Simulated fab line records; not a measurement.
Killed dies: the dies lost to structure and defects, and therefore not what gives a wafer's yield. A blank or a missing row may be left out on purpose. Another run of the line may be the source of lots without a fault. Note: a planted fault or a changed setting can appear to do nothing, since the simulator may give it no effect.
One fault through the eyes of 2 desks | flow sky130 | numbers are kept per desk, each desk with only its own; the story behind them comes last

== AT THE METROLOGY DESK ==
What the gauges read for every lot (on any tool): the sampled wafers with a number, averaged. Any lot whose mean is over 4 standard deviations away from the usual mean is out of limits and marked OUT; that distance is given in the brackets.
Columns: A = VIA2_W_RS at SKY_VIA2_RS_MEAS_22, usual 0.271 ohm/sq; B = VIA2_W_THK at SKY_VIA2_THK_MEAS_23, usual 415 nm
lot  | first seen here | A     | B
L206 | day 36 18:37    | 0.269 | 415
L212 | day 38 17:25    | 0.272 | 415
L216 | day 40 06:49    | 0.274 | 416
L226 | day 42 13:05    | 0.268 | 423
L225 | day 42 14:39    | 0.272 | 410
L229 | day 43 07:17    | 0.274 | 416
Finding of this desk: none of the 6 lots has anything out of limits.

== TOOL OWNER'S DESK, pvd sputter-01 ==
At SKY_METAL3_SPUTTER_01 (material TiN, target thk 20 nm, time 16.7 s) the tool's own readings: per lot run on this tool, the mean of the sampled wafers that have a number. Any lot whose mean is over 4 standard deviations away from the usual mean is out of limits and marked OUT; that distance is given in the brackets.
Columns: A = cathode dc power W at SKY_METAL3_SPUTTER_01, usual 6500.2 W; B = chamber pressure pa at SKY_METAL3_SPUTTER_01, usual 0.4001 Pa; C = throttle valve pct at SKY_METAL3_SPUTTER_01, usual 29.6 %
lot  | first seen here | A                        | B      | C
L212 | day 38 17:55    | 6500.0                   | 0.3996 | 28.6
L226 | day 42 13:35    | 6842.4 (+99 or more) OUT | 0.3998 | 29.7
L225 | day 42 15:07    | 7188.6 (+99 or more) OUT | 0.4003 | 30.2
This desk's verdict: out of limits on L225, L226, starting with L226 at day 42 13:35 (cathode dc power W at SKY_METAL3_SPUTTER_01). Within limits: L212.

== PUT TOGETHER ==
The tool owner's desk could have raised an alarm at day 42 13:35, on L225, L226.
The metrology desk saw nothing out of limits.
The metrology desk has L225, L226 on record, within its limits.
SKY_METAL3_SPUTTER_01 was run on pvd sputter-01 by each of the lots named.

== WHAT THE SIMULATOR HAD PUT IN ==
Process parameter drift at SKY_METAL3_SPUTTER_01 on pvd sputter-01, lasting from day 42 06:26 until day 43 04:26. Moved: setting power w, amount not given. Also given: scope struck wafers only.
Shown lots that were struck: L225, L226.
Time in hours from fault onset to the first out-of-limits reading at each desk: the tool owner's desk, 7.
